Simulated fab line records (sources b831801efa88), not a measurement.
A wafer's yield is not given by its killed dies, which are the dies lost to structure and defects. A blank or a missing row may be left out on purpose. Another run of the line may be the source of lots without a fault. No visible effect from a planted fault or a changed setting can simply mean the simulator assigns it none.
Which of the tools did it?	flow gf180mcu	Sampling: 6 lots, 18 wafers, 3 of 602 route steps

== WHAT THE GAUGES READ, wafer by wafer ==
GF_V4_THK_MEAS_01.
lot	measured	on	V4_CVD_00_THK (nm)
L575	day 24 19:10	filmMetro-04	587 583 600
L583	day 27 09:19	filmMetro-02	296 294 300
L584	day 28 02:49	filmMetro-03	603 604 604
L588	day 28 17:04	filmMetro-02	595 589 591
L592	day 30 00:49	filmMetro-04	613 605 600
L595	day 30 13:21	filmMetro-04	601 598 593

== EACH LOT AND THE TOOL THAT RAN IT (in order: tool; ch and the chambers of the sampled wafers; start) ==
lot	GF_V3_CMP_04	GF_V4_CVD_00
L575	cmp-01 ch 0,1,2, day 22 19:40	hdpcvd-01 ch 1,2, day 24 19:04
L583	cmp-02 ch 0,1,2, day 25 14:12	hdpcvd-02 ch 1,2, day 27 09:14
L584	cmp-02 ch 0,1,2, day 26 08:19	hdpcvd-01 ch 0,1,2, day 28 02:45
L588	cmp-01 ch 0,3, day 27 00:00	hdpcvd-01 ch 0,1,2, day 28 16:59
L592	cmp-01 ch 0,1, day 28 08:13	hdpcvd-01 ch 0,2, day 30 00:44
L595	cmp-02 ch 0,3, day 28 20:05	hdpcvd-02 ch 0,1,2, day 30 13:16
- GF_V3_CMP_04: polishes SiO2.
- GF_V4_CVD_00: deposits SiO2, target thk 600 nm, time 100 s.

== THE ANSWER, worked out from the rows above alone ==
Rule: what is usual is taken from the lots themselves. Put in order of their means at a reading, lots are off if they are a third of the lots or fewer, leave a main group of 4 or more, and stand apart from it by a gap of 3 or more times the standard deviation of the main group's means; of several such gaps the widest counts. The tables above print the reading to a certain number of digits; a main group whose means all agree to those digits is not used. A lot without any number at a reading at which 4 lots or more have one is off too. Any other lot the step has rows for is counted as sound.
Off: L583, seen at GF_V4_THK_MEAS_01 (V4_CVD_00_THK). The main group has a mean of 598 nm with a standard deviation of 6.3.
If a tool, at a process step before that reading, ran all the lots that are off and no sound lot after the first of them, it fits. Those tools and the gauges at GF_V4_THK_MEAS_01 are tried in the same way. None of those tried fits.

== WHAT WAS PUT IN BY THE SIMULATOR ==
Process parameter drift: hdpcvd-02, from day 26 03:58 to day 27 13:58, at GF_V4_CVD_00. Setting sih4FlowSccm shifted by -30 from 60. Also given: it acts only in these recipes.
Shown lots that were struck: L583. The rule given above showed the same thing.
